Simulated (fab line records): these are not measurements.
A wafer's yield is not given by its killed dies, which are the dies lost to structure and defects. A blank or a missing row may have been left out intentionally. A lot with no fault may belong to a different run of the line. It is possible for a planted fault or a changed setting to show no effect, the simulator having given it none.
Which tool is to blame? + flow sfqLine + 21 wafers from 7 lots sampled at 3 of the route's 325 steps

## WHAT THE GAUGES SHOWED, per wafer
SFQ_JJ_RS_MEAS_929: uses a four-point probe to measure.
| lot  | measured     | on           | JJ_NB_RS (ohm/sq) |
|------|--------------|--------------|-------------------|
| L763 | day 59 04:59 | filmMetro-03 | 1.079 1.078 1.065 |
| L767 | day 59 23:02 | filmMetro-03 | 1.080 1.077 1.073 |
| L771 | day 61 00:04 | filmMetro-02 | 1.100 1.110 1.109 |
| L773 | day 61 12:04 | filmMetro-02 | 1.109 1.090 1.094 |
| L775 | day 62 04:59 | filmMetro-01 | 1.099 1.071 1.108 |
| L778 | day 63 04:58 | filmMetro-03 | 1.099 1.082 1.082 |
| L782 | day 66 23:44 | filmMetro-01 | 1.059 1.083 1.060 |

## TOOL THAT RAN EACH LOT (tool first, then ch and the chambers of the sampled wafers, then the start)
| lot  | SFQ_TRILAYER_M3_LITHO_COAT_080   | SFQ_TRILAYER_M3_BARC_OPEN_METAL_ETCH_100 |
|------|----------------------------------|------------------------------------------|
| L763 | lithoTrack-01 ch 0, day 44 02:49 | rieMetal-04 ch 0,1, day 44 05:21         |
| L767 | lithoTrack-03 ch 0, day 44 23:20 | rieMetal-04 ch 0,1, day 45 01:37         |
| L771 | lithoTrack-03 ch 0, day 45 16:11 | rieMetal-02 ch 0, day 45 19:37           |
| L773 | lithoTrack-03 ch 0, day 46 00:35 | rieMetal-03 ch 0,1, day 46 02:49         |
| L775 | lithoTrack-04 ch 0, day 46 04:08 | rieMetal-03 ch 0,1, day 46 06:25         |
| L778 | lithoTrack-01 ch 0, day 46 15:32 | rieMetal-04 ch 0, day 46 17:49           |
| L782 | lithoTrack-03 ch 0, day 47 19:58 | rieMetal-03 ch 0,1, day 52 12:28         |
- SFQ_TRILAYER_M3_LITHO_COAT_080: resist thk 62 nm.
- SFQ_TRILAYER_M3_BARC_OPEN_METAL_ETCH_100: etches BARC in O2, target depth 125 nm, time 41.7 s.

## THE ANSWER, worked out from the rows above alone
Rule: what is usual is taken from the lots themselves. Put in order of their means at a reading, lots are off if they are a third of the lots or fewer, leave a main group of 4 or more, and stand apart from it by a gap of 3 or more times the standard deviation of the main group's means; of several such gaps the widest counts. Not used: any main group whose means are identical at the precision the tables above print for the reading. A lot without any number at a reading at which 4 lots or more have one is off too. Where the step has rows for the other lots, those lots are counted as sound.
No lot is off at any reading shown: from this, nothing can be told.

## WHAT THE SIMULATOR HAD INSERTED
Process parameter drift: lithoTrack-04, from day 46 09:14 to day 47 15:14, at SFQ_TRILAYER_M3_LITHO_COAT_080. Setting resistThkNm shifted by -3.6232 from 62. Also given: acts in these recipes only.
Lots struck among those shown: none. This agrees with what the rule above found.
